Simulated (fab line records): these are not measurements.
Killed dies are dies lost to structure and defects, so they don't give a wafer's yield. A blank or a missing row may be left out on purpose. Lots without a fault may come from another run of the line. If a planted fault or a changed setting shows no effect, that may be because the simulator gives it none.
Chamber matching :: flow sky130 :: SKY_FIELD_ISO_CMP_27 on cmp-02 has 3 sister chambers
The step polishes, stops on Si3N4, t overpolish 16 s, target thk 457.8 nm. 3 wafers are shown with their chamber, then 5 later ones without.

== WAFERS PAIRED WITH THEIR CHAMBERS ==
wafer: L801.1
chamber: 0
motor-current-A (A): 15.5

wafer: L801.5
chamber: 3
motor-current-A (A): 10.7

wafer: L802.2
chamber: 2
motor-current-A (A): 12.8

== WAFERS WITHOUT THEIR CHAMBER ==
wafer: L802.3
motor-current-A (A): 11.3

wafer: L803.3
motor-current-A (A): 10.5

wafer: L803.5
motor-current-A (A): 12.6

wafer: L807.3
motor-current-A (A): 12.7

wafer: L807.5
motor-current-A (A): 12.7

== WHICH CHAMBER EACH WENT THROUGH ==
wafer: L802.3
from the rows above: 3
in truth: 3

wafer: L803.3
from the rows above: 3
in truth: 3

wafer: L803.5
from the rows above: 2
in truth: 2

wafer: L807.3
from the rows above: 2
in truth: 2

wafer: L807.5
from the rows above: 2
in truth: 2
Placed correctly: 5 of 5. Number that these rows cannot place: 0. Placed wrongly: 0.
How it was worked out, from the rows above alone: a wafer's distance from a chamber is the root of the sum, over the readings, of the square of ((its reading less the chamber's mean) divided by the reading's scatter). The wafer belongs to the nearest chamber; if the next one is less than 2 further off, it can't be placed. A chamber's mean is the mean of its shown wafers. The scatter (one wafer shown for each chamber): square how far every hidden wafer sits from the nearest shown wafer, average those squares and take the square root.
